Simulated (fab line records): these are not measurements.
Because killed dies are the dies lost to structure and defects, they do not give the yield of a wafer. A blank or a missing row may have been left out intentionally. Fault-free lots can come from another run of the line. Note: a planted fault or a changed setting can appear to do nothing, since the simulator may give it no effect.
What tool caused it? | flow sky130 | Sampling: 14 lots, 42 wafers, 3 of 708 route steps

## WHAT THE GAUGES SHOWED, per wafer
SKY_METAL4_CD_MEAS_13 targets a cd of 300 nm.
lot  | measured     | on       | cdNm (nm)
L562 | day 41 09:28 | cdSem-01 | 298.8 300.7 300.6
L564 | day 42 06:02 | cdSem-02 | 298.6 299.5 298.8
L565 | day 42 08:55 | cdSem-01 | 298.5 301.1 298.7
L566 | day 42 14:54 | cdSem-01 | 298.1 299.7 297.7
L567 | day 43 04:23 | cdSem-01 | 299.4 300.1 300.4
L568 | day 43 14:37 | cdSem-02 | 301.0 299.0 300.4
L569 | day 43 22:04 | cdSem-01 | 299.3 298.8 298.6
L570 | day 44 05:58 | cdSem-01 | 299.2 299.2 298.0
L574 | day 45 05:32 | cdSem-01 | 299.6 299.3 299.3
L575 | day 45 11:10 | cdSem-01 | 301.4 301.0 300.7
L576 | day 45 18:31 | cdSem-02 | 299.2 299.6 300.2
L577 | day 45 16:47 | cdSem-01 | 297.7 298.0 298.9
L584 | day 47 08:30 | cdSem-02 | 298.5 299.1 300.2
L585 | day 47 10:44 | cdSem-01 | 300.7 301.1 299.9

## WHICH TOOL RAN EACH LOT (tool, then ch and the chambers of the sampled wafers, then the start)
lot  | SKY_CONTACT_HDPCVD_02            | SKY_VIA3_CMP_24
L562 | hdpcvd-01 ch 0,1,2, day 30 00:11 | cmp-02 ch 0,1, day 39 07:38
L564 | hdpcvd-01 ch 0,1, day 30 19:56   | cmp-01 ch 0,3, day 40 04:33
L565 | hdpcvd-01 ch 0,1,2, day 31 01:40 | cmp-01 ch 0,1,3, day 40 08:05
L566 | hdpcvd-01 ch 0,1,2, day 31 10:49 | cmp-01 ch 0,2,3, day 40 14:09
L567 | hdpcvd-02 ch 0,2, day 31 23:12   | cmp-01 ch 0,1,3, day 41 04:07
L568 | hdpcvd-02 ch 1,2, day 32 12:11   | cmp-02 ch 1,2,3, day 41 15:08
L569 | hdpcvd-01 ch 0,1,2, day 32 19:25 | cmp-02 ch 0,1,2, day 41 22:37
L570 | hdpcvd-01 ch 0,1, day 33 05:44   | cmp-01 ch 0,1,2, day 42 07:05
L574 | hdpcvd-01 ch 0,2, day 34 10:04   | cmp-02 ch 0,1,2, day 43 08:33
L575 | hdpcvd-01 ch 0,2, day 34 19:29   | cmp-01 ch 0,2,3, day 43 14:04
L576 | hdpcvd-02 ch 0,1, day 35 03:08   | cmp-01 ch 1,2,3, day 43 22:57
L577 | hdpcvd-01 ch 0,1,2, day 35 04:05 | cmp-02 ch 1,2, day 43 20:54
L584 | hdpcvd-02 ch 0,1, day 37 03:37   | cmp-02 ch 1,2,3, day 45 14:20
L585 | hdpcvd-02 ch 0,1,2, day 37 07:38 | cmp-02 ch 0,1,3, day 45 17:55
- SKY_CONTACT_HDPCVD_02: deposits SiO2, target thk 565 nm, time 94.2 s.
- SKY_VIA3_CMP_24: polishes, stops on SiO2, t overpolish 20 s, target thk 0 nm.

## AS READ BY THE TOOLS THEMSELVES (means over the sampled wafers that have a number; for cases with no such wafer, the mark the record gives instead)
SKY_VIA3_CMP_24.
lot  | tool   | motorCurrentA (A) | overpolishRunS (s) | timeToEndpointS (s)
L562 | cmp-02 | 10.9              | 19.998             | 98
L564 | cmp-01 | 12.1              | 19.996             | 93
L565 | cmp-01 | 11.5              | 19.998             | 96
L566 | cmp-01 | 11.3              | 19.996             | 90
L567 | cmp-01 | 12.2              | 20.002             | 96
L568 | cmp-02 | 11.0              | 20.006             | 94
L569 | cmp-02 | 10.9              | 19.998             | 95
L570 | cmp-01 | 11.8              | 19.996             | 95
L574 | cmp-02 | 10.6              | 19.992             | 96
L575 | cmp-01 | 11.0              | 20.002             | 93
L576 | cmp-01 | 11.4              | 20.008             | 90
L577 | cmp-02 | 10.6              | 20.001             | 91
L584 | cmp-02 | 11.1              | 19.998             | 92
L585 | cmp-02 | 11.2              | 19.997             | 92

## THE ANSWER, worked out from the rows above alone
Rule: the lots themselves supply what counts as usual. The widest of any qualifying gaps counts: lots, ordered by their means at a reading, are off when they make up no more than a third of the lots, leave a main group of 4 or more, and stand apart from it by 3 or more times the standard deviation of that group's means. A main group whose means are all the same, to the digits that the tables above print for the reading, isn't used. A lot without any number at a reading at which 4 lots or more have one is off too. Where the step has rows for the other lots, those lots are counted as sound. First the gauges in route order, then the tools' own readings, where a lot's mean is used as printed above. At the first step where some lot is off, the reading lying furthest off is the one used; lots without a number count as furthest.
No lot is off on any of the readings shown, so nothing can be concluded from this.

## WHAT WAS PUT IN BY THE SIMULATOR
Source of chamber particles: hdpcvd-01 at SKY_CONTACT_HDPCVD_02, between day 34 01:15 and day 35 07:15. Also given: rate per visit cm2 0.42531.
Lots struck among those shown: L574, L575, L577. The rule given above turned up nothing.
